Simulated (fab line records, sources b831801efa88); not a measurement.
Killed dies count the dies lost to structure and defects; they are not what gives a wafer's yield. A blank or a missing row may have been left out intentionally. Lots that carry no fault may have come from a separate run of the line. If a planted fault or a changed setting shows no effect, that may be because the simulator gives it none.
Matching of chambers | flow sky130 | 4 sister chambers for SKY_CONTACT_CMP_04 on cmp-02
The step polishes SiO2. 16 wafers are shown with their chamber, then 8 later ones without.

## WAFERS PAIRED WITH THEIR CHAMBERS
wafer  | chamber | motor-current-A (A) | time-to-endpoint-s (s)
L168.1 | 2       | 11.6                | 78
L168.3 | 0       | 11.4                | 77
L168.4 | 1       | 12.5                | 74
L169.3 | 3       | 10.4                | 77
L169.4 | 1       | 12.5                | 79
L169.6 | 3       | 10.1                | 75
L170.1 | 1       | 12.6                | 76
L170.2 | 3       | 9.8                 | 76
L170.4 | 2       | 11.8                | 79
L171.1 | 2       | 12.0                | 82
L171.2 | 0       | 11.1                | 77
L171.6 | 1       | 12.6                | 75
L173.3 | 3       | 9.8                 | 77
L173.4 | 2       | 12.3                | 79
L173.6 | 3       | 10.3                | 75
L174.2 | 1       | 12.6                | 68

SIGNATURES (averages over the wafers above)
reading            | chamber 0 | chamber 1 | chamber 2 | chamber 3 | scatter within a chamber
motor-current-A    | 11.250    | 12.560    | 11.925    | 10.080    | 0.23
time-to-endpoint-s | 77.00     | 74.40     | 79.50     | 76.00     | 2.55
Rule: a wafer's distance from a chamber is the root of the sum, over the readings, of the square of ((its reading less the chamber's mean) divided by the reading's scatter). The wafer belongs to the nearest chamber; if the next one is less than 2 further off, it can't be placed. The scatter: take each reading less its chamber's mean, square it, sum over the shown wafers, divide by the number of wafers less the number of chambers, and take the root.

## WAFERS WHOSE CHAMBER IS MISSING
wafer  | motor-current-A (A) | time-to-endpoint-s (s)
L174.4 | 9.9                 | 69
L174.6 | 11.9                | 76
L175.3 | 12.3                | 73
L175.4 | 11.6                | 76
L175.6 | 12.6                | 74
L179.1 | 11.6                | 71
L179.2 | 12.9                | 74
L179.5 | 12.3                | 70

## EACH ONE'S CHAMBER
wafer  | from the rows above          | in truth
L174.4 | 3                            | 3
L174.6 | can't be placed: 2 or 0 or 1 | 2
L175.3 | can't be placed: 1 or 2      | 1
L175.4 | can't be placed: 0 or 2      | 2
L175.6 | 1                            | 1
L179.1 | can't be placed: 0 or 2 or 1 | 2
L179.2 | 1                            | 1
L179.5 | 1                            | 1
Placed correctly: 4 of 8. Cannot be placed on the basis of these rows: 4; the candidates contain the true chamber in 4. 0 placed wrongly.
